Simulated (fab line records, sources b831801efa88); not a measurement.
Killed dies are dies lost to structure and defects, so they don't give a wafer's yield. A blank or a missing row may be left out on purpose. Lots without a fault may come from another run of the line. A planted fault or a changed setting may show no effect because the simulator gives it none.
A struck lot beside a sound one | flow sfq_line | 42 steps out of a route of 325
Sound: wafers L421.1, L421.3, L421.4. Struck: wafers L415.1, L415.4, L415.5. The cause comes at the end.
At each step with rows: each side's tool, then ch and its chambers, then its first start. Under that, the readings that differ: sound wafers | struck wafers | difference of the means | sigmas: that difference in standard deviations of wafers without a fault.
alike: readings whose means differ by less than 2 such deviations, and words and numbers that are the same on both sides. not compared: withheld readings, readings that some wafer has no value for, bounds like >300 that may hide the same value, and numbers for which the record gives no deviation and whose values overlap.
The two part at a step that has a row with sigmas, a row that says differs or no value, or rows on one side only. Numbers that don't overlap but have no deviation are shown without sigmas and don't part them. A reading that every wafer of one side lacks parts them only if that side has two wafers or more.

SFQ_M1_OVL_MEAS_911:
  sound on overlay-01, day 32 08:46; struck on overlay-02, day 30 20:46
  alike: M1_OVL
then, 2 steps without rows for these wafers: SFQ_TRILAYER_M1_BARC_OPEN_METAL_ETCH_054 (etches BARC in O2, target depth 125 nm, time 41.7 s); SFQ_TRILAYER_M1_ETCH_METAL_ETCH_042 (etches Nb in Cl2/Ar, stops on SiO2, target depth 240 nm, time 120 s).
SFQ_TRILAYER_M1_STRIP_STRIP_043: strips in O2.
  sound on rie_metal-04 ch 0,1, day 32 08:59; struck on rie_metal-02 ch 0,1, day 30 20:59
  alike: drypump_motor_current_A, he_backside_leak_sccm, oes_product_au, platen_temp_c
  not compared: rf_hours_counter_h
then, 3 steps without rows for these wafers: SFQ_TRILAYER_M1_STRIP_SOLV_CLEAN_044 (cleans in NMP, time 600 s); SFQ_TRILAYER_I1_DEP_PECVD_045 (deposits SiO2 from SiH4/N2O, time 111.11 s, target thk 500 nm); SFQ_TRILAYER_I1_CMP_CMP_046 (polishes SiO2).
SFQ_I1_BOW_MEAS_912:
  sound on film_metro-01, day 33 19:09; struck on film_metro-04, day 32 01:09
  alike: I1_BOW
then, 4 steps without rows for these wafers: SFQ_TRILAYER_I1_METRO_MEASURE_047; SFQ_TRILAYER_I1_VIA_LITHO_COAT_054 (resist thk 62 nm); SFQ_TRILAYER_I1_VIA_LITHO_COAT_049 (resist thk 650 nm); SFQ_TRILAYER_I1_VIA_LITHO_SOFTBAKE_053.
-- the record jumps here: 5 days lie between the struck wafers' starts before and after --
SFQ_TRILAYER_I1_VIA_LITHO_EXPOSE_050: exposes mask I1, target cd 500 nm.
  sound on krf_scanner-02 ch 0, day 39 00:30; struck on krf_scanner-01 ch 0, day 37 10:49
  reading                    | sound             | struck            | difference | sigmas
  model.I1.overlay_x_nm (nm) | 4.936 4.936 4.936 | 60.95 60.95 60.95 | +56.01     |
  alike: mask
then, 2 steps without rows for these wafers: SFQ_TRILAYER_I1_VIA_LITHO_PEB_052 (peb time 60 s); SFQ_TRILAYER_I1_VIA_LITHO_DEVELOP_051 (time 60 s).
SFQ_I1_OVL_MEAS_913:
  sound on overlay-02, day 39 02:00; struck on overlay-02, day 37 12:19
  reading     | sound | struck   | difference | sigmas
  I1_OVL (nm) | 9 3 6 | 55 61 56 | +51        | +11
then, 2 steps without rows for these wafers: SFQ_TRILAYER_I1_VIA_BARC_OPEN_VIA_ETCH_071 (etches BARC in O2, target depth 125 nm, time 41.7 s); SFQ_TRILAYER_I1_VIA_ETCH_VIA_ETCH_052 (etches SiO2 in CHF3, stops on Nb, target depth 260 nm).
SFQ_TRILAYER_I1_VIA_STRIP_STRIP_053: strips in O2.
  sound on rie_metal-04 ch 0,1, day 39 02:11; struck on rie_metal-01 ch 0,1, day 37 12:31
  alike: drypump_motor_current_A, he_backside_leak_sccm, oes_product_au, platen_temp_c
  not compared: rf_hours_counter_h
then, 3 steps without rows for these wafers: SFQ_TRILAYER_I1_VIA_STRIP_SOLV_CLEAN_054 (cleans in NMP, time 600 s); SFQ_TRILAYER_M2_DEP_PRE_CLEAN_056 (time 22.5 s); SFQ_TRILAYER_M2_DEP_SPUTTER_055 (material Nb, target thk 200 nm, time 133.3 s).
SFQ_M2_RS_MEAS_914: measures by four-point-probe.
  sound on film_metro-04, day 39 03:06; struck on film_metro-03, day 37 13:25
  alike: M2_NB_RS
then, 6 steps without rows for these wafers: SFQ_TRILAYER_M2_LITHO_COAT_062 (resist thk 62 nm); SFQ_TRILAYER_M2_LITHO_COAT_057 (resist thk 600 nm); SFQ_TRILAYER_M2_LITHO_SOFTBAKE_061; SFQ_TRILAYER_M2_LITHO_EXPOSE_058 (exposes mask M2, target cd 500 nm); SFQ_TRILAYER_M2_LITHO_PEB_060 (peb time 60 s); SFQ_TRILAYER_M2_LITHO_DEVELOP_059 (time 60 s).
-- the record jumps here: 5 days lie between the struck wafers' starts before and after --
SFQ_M2_OVL_MEAS_916:
  sound on overlay-01, day 44 19:40; struck on overlay-02, day 42 12:02
  alike: M2_OVL
SFQ_TRILAYER_M2_BARC_OPEN_METAL_ETCH_077: etches BARC in O2, target depth 125 nm, time 41.7 s.
  sound on rie_metal-03 ch 0,1, day 44 19:42; struck on rie_metal-01 ch 1, day 42 12:04
  alike: bias_w, drypump_motor_current_A, he_backside_leak_sccm, oes_product_au
  not compared: rf_hours_counter_h
then, 1 step without rows for these wafers: SFQ_TRILAYER_M2_ETCH_METAL_ETCH_060 (etches Nb in Cl2/Ar, stops on SiO2, target depth 240 nm, time 120 s).
SFQ_TRILAYER_M2_STRIP_STRIP_061: strips in O2.
  sound on rie_metal-03 ch 0,1, day 44 19:53; struck on rie_metal-01 ch 1, day 42 12:26
  reading               | sound             | struck            | difference | sigmas
  oes_product_au (a.u.) | 1.004 1.013 1.006 | 0.990 0.991 0.992 | -0.017     | -2
  alike: drypump_motor_current_A, he_backside_leak_sccm, platen_temp_c
  not compared: rf_hours_counter_h
then, 3 steps without rows for these wafers: SFQ_TRILAYER_M2_STRIP_SOLV_CLEAN_062 (cleans in NMP, time 600 s); SFQ_TRILAYER_I2_DEP_PECVD_063 (deposits SiO2 from SiH4/N2O, time 111.11 s, target thk 500 nm); SFQ_TRILAYER_I2_CMP_CMP_064 (polishes SiO2).
SFQ_I2_BOW_MEAS_917:
  sound on film_metro-01, day 45 01:14; struck on film_metro-03, day 42 19:05
  alike: I2_BOW
SFQ_TRILAYER_I2_METRO_MEASURE_065:
  sound on film_metro-01, day 45 01:21; struck on film_metro-03, day 42 19:13
  alike: thk_nm
then, 3 steps without rows for these wafers: SFQ_TRILAYER_I2_VIA_LITHO_COAT_072 (resist thk 62 nm); SFQ_TRILAYER_I2_VIA_LITHO_COAT_067 (resist thk 650 nm); SFQ_TRILAYER_I2_VIA_LITHO_SOFTBAKE_071.
-- the record jumps here: 42 days lie between the struck wafers' starts before and after --
SFQ_M8_BOW_MEAS_951:
  sound on film_metro-01, day 86 11:53; struck on film_metro-01, day 84 09:30
  reading                 | sound            | struck           | difference | sigmas
  model.etest.i1.link_ohm | 1.986 1.968 1.98 | 1.995 2.025 2.01 | +0.032     |
  alike: M8_BOW

WHERE THEY PART
First at SFQ_I1_OVL_MEAS_913; last, within this record, at SFQ_TRILAYER_M2_STRIP_STRIP_061. Later steps at which nothing parts them and some readings are alike: SFQ_I2_BOW_MEAS_917, SFQ_TRILAYER_I2_METRO_MEASURE_065, SFQ_M8_BOW_MEAS_951.

WHY: what the simulator had put in
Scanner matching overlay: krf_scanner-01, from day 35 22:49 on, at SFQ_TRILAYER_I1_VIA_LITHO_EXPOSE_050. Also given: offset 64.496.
